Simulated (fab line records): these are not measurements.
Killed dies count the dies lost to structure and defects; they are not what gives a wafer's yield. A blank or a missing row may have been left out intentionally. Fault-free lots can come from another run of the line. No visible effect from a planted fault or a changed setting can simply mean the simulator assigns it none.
One fault seen from 2 desks | flow gf180mcu | only its own numbers are on each desk; what lay behind them is given at the end

AT THE METROLOGY DESK
What the gauges read, lot by lot, whatever tool the lot ran on: means of the sampled wafers that have a number. A lot is out of limits, marked OUT, if its mean lies more than 4 standard deviations from the usual mean; the brackets give that distance.
Columns: A = HV_LDD_01_OVL at GF_HV_LDD_OVL_MEAS_20, usual 0.3 nm; B = cdNm at GF_HV_LDD_CD_MEAS_31, usual 399.6 nm; C = SAB_CVD_00_THK at GF_SAB_THK_MEAS_01, usual 49.9 nm; D = SALICIDE_TIN_RS at GF_SALICIDE_RS_MEAS_04, usual 16.25 ohm/sq
lot  | first seen here | A    | B     | C               | D
L533 | day 10 20:52    | 0.3  | 402.0 | 49.5            | 16.50
L534 | day 11 07:36    | -0.2 | 400.2 | 50.2            | 15.90
L535 | day 11 12:29    | 2.3  | 400.4 | 49.9            | 16.27
L537 | day 12 04:41    | -1.1 | 402.4 | 49.4            | 16.34
L539 | day 12 21:14    | 0.2  | 399.0 | 50.4            | 16.53
L540 | day 13 00:26    | 0.0  | 400.7 | 49.7            | 15.98
L541 | day 13 03:47    | 0.9  | 399.0 | 49.7            | 16.19
L542 | day 13 15:26    | -0.2 | 399.2 | 50.4            | 16.00
L543 | day 14 00:40    | -0.0 | 399.8 | 49.0            | 16.54
L545 | day 14 13:31    | -0.7 | 401.5 | 49.7            | 16.32
L547 | day 15 04:14    | 2.3  | 400.0 | 53.8 (+5.9) OUT | 16.12
L548 | day 15 10:46    | 3.1  | 397.9 | 53.2 (+5.0) OUT | 16.48
L550 | day 16 01:38    | -0.6 | 402.8 | 52.3            | 16.33
L554 | day 17 06:47    | -1.1 | 400.2 | 50.5            | 16.59
L556 | day 18 08:50    | 1.2  | 398.9 | 49.6            | 16.21
This desk reports L547, L548 out of limits; the earliest was L547 at day 19 05:17 (SAB_CVD_00_THK at GF_SAB_THK_MEAS_01). Within limits: L533, L534, L535, L537, L539, L540, L541, L542, L543, L545, L550, L554, L556.

AT THE TOOL OWNER'S DESK: pecvd-01
The tool's own readings at GF_SAB_CVD_00 (deposits SiO2 from TEOS, target thk 50 nm, time 4.9302 s): means of the sampled wafers that have a number, for each lot that ran on this tool. A lot is out of limits, marked OUT, if its mean lies more than 4 standard deviations from the usual mean; the brackets give that distance.
Columns: A = heaterPowerW at GF_SAB_CVD_00, usual 631 W; B = susceptorTempC at GF_SAB_CVD_00, usual 400.01 C
lot  | first seen here | A   | B
L540 | day 16 19:09    | 719 | 399.90
L543 | day 17 21:32    | 744 | 399.89
L547 | day 19 05:15    | 610 | 400.19
L548 | day 19 13:53    | 672 | 399.82
L550 | day 20 04:55    | 746 | 400.11
Result from this desk: across the 5 lots, nothing is out of limits.

BROUGHT TOGETHER
An alarm was possible from the metrology desk at day 19 05:17, on L547, L548.
The desk of the tool owner found nothing out of limits.
Tool owner's desk: L547, L548 on record, inside its limits.
All the named lots went through GF_SAB_CVD_00 on pecvd-01.

WHAT HAD BEEN PUT IN BY THE SIMULATOR
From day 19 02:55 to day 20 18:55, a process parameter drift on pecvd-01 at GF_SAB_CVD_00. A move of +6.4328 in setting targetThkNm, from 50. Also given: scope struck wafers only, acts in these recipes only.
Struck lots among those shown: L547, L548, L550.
Hours from the fault's start to each desk's first reading out of limits: the metrology desk, 2.
